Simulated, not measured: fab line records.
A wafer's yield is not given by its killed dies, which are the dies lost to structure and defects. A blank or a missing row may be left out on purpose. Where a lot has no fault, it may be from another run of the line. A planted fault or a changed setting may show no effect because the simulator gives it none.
The tool behind it: which one? + flow sky130 + Sampling: 12 lots, 36 wafers, 3 of 708 route steps

== WHAT EACH GAUGE READ, for each wafer ==
SKY_METAL4_CD_MEAS_13: the cd target is 300 nm. Usual: 299.7 nm for cd-nm, sd 1.6.
| lot  | measured     | on        | cd-nm (nm)        | flag |
|------|--------------|-----------|-------------------|------|
| L545 | day 41 10:26 | cd-sem-02 | 301.7 301.2 301.2 |      |
| L546 | day 41 12:22 | cd-sem-01 | 299.9 299.9 299.9 |      |
| L547 | day 42 05:03 | cd-sem-02 | 297.7 298.6 298.0 |      |
| L554 | day 44 12:47 | cd-sem-02 | 301.3 299.8 300.8 |      |
| L556 | day 45 05:35 | cd-sem-02 | 299.5 299.5 300.2 |      |
| L555 | day 45 08:19 | cd-sem-02 | 297.1 297.7 298.7 |      |
| L561 | day 46 02:50 | cd-sem-01 | 297.7 298.1 296.9 |      |
| L560 | day 46 05:14 | cd-sem-01 | 300.8 299.0 300.4 |      |
| L563 | day 46 19:02 | cd-sem-02 | 301.1 300.0 300.7 |      |
| L566 | day 47 05:55 | cd-sem-01 | 297.9 298.2 300.5 |      |
| L567 | day 47 08:04 | cd-sem-01 | 299.7 300.3 300.7 |      |
| L568 | day 47 13:53 | cd-sem-01 | 301.2 300.3 300.7 |      |

SKY_PASSIVATION_THK_MEAS_01. Usual: PASSIVATION_CVD_00_THK 90.1 nm, standard deviation 1.2.
| lot  | measured     | on            | PASSIVATION_CVD_00_THK (nm) | flag |
|------|--------------|---------------|-----------------------------|------|
| L545 | day 43 12:56 | film-metro-03 | 89.3 88.6 90.2              |      |
| L546 | day 43 14:41 | film-metro-03 | 89.6 89.5 90.7              |      |
| L547 | day 44 05:55 | film-metro-03 | 90.6 90.0 92.0              |      |
| L554 | day 46 10:57 | film-metro-03 | 89.1 88.4 90.5              |      |
| L556 | day 47 03:53 | film-metro-03 | 88.1 89.8 90.1              |      |
| L555 | day 47 05:20 | film-metro-03 | 91.2 91.6 92.4              |      |
| L561 | day 48 00:47 | film-metro-02 | 89.0 87.4 89.8              |      |
| L560 | day 48 02:09 | film-metro-03 | 89.5 91.4 90.5              |      |
| L563 | day 48 13:13 | film-metro-01 | 89.5 89.9 92.5              |      |
| L566 | day 48 23:50 | film-metro-02 | 88.5 88.1 89.6              |      |
| L567 | day 49 02:38 | film-metro-03 | 90.9 89.4 90.2              |      |
| L568 | day 49 07:58 | film-metro-03 | 90.2 88.3 91.0              |      |

== TOOL THAT RAN EACH LOT (tool first, then ch and the chambers of the sampled wafers, then the start) ==
| lot  | SKY_CONTACT_CMP_04            |
|------|-------------------------------|
| L545 | cmp-01 ch 1,2,3, day 30 00:19 |
| L546 | cmp-01 ch 0,2, day 30 02:00   |
| L547 | cmp-01 ch 0,1,3, day 30 21:09 |
| L554 | cmp-01 ch 1,2, day 33 14:44   |
| L556 | cmp-01 ch 0,2, day 34 11:21   |
| L555 | cmp-01 ch 1,2, day 34 15:32   |
| L561 | cmp-02 ch 0,2, day 35 15:53   |
| L560 | cmp-02 ch 0,1, day 35 17:18   |
| L563 | cmp-02 ch 0,1,2, day 36 14:57 |
| L566 | cmp-02 ch 0,1,2, day 37 01:38 |
| L567 | cmp-02 ch 0,2,3, day 37 05:39 |
| L568 | cmp-01 ch 1,2, day 37 16:33   |
- SKY_CONTACT_CMP_04: polishes SiO2.

== AS READ BY THE TOOLS THEMSELVES (means over the sampled wafers that have a number; for cases with no such wafer, the mark the record gives instead) ==
SKY_CONTACT_CMP_04. Usual: motor-current-A 11.7 A, standard deviation 1.2; retaining-ring-pressure-frac 1.001, standard deviation 0.0044; time-to-endpoint-s 84 s, standard deviation 4.4.
| lot  | tool   | motor-current-A (A) | retaining-ring-pressure-frac | time-to-endpoint-s (s) | flag |
|------|--------|---------------------|------------------------------|------------------------|------|
| L545 | cmp-01 | 12.8                | 1.000                        | 87                     |      |
| L546 | cmp-01 | 11.6                | 1.005                        | 82                     |      |
| L547 | cmp-01 | 12.0                | 0.999                        | 87                     |      |
| L554 | cmp-01 | 13.3                | 1.000                        | 83                     |      |
| L556 | cmp-01 | 12.5                | 1.001                        | 82                     |      |
| L555 | cmp-01 | 12.7                | 1.000                        | 84                     |      |
| L561 | cmp-02 | 10.4                | 0.998                        | 82                     |      |
| L560 | cmp-02 | 11.2                | 1.005                        | 80                     |      |
| L563 | cmp-02 | 10.7                | 0.997                        | 80                     |      |
| L566 | cmp-02 | 10.7                | 0.999                        | 79                     |      |
| L567 | cmp-02 | 10.4                | 0.999                        | 84                     |      |
| L568 | cmp-01 | 13.1                | 1.001                        | 88                     |      |

== THE ANSWER, worked out from the rows above alone ==
Rule: lot off if the mean of its wafers having a number is beyond 3 standard deviations from the usual mean. A lot without any number at a reading at which 4 lots or more have one is off too. Any other lot the step has rows for is counted as sound. The gauges are gone through in route order, then the tools' own readings, and for those a lot's mean is taken as printed above. At the first step where some lot is off, the reading lying furthest off is the one used; lots without a number count as furthest.
Nothing can be told from this: no lot is off at any reading shown.

== WHAT WAS PUT IN BY THE SIMULATOR ==
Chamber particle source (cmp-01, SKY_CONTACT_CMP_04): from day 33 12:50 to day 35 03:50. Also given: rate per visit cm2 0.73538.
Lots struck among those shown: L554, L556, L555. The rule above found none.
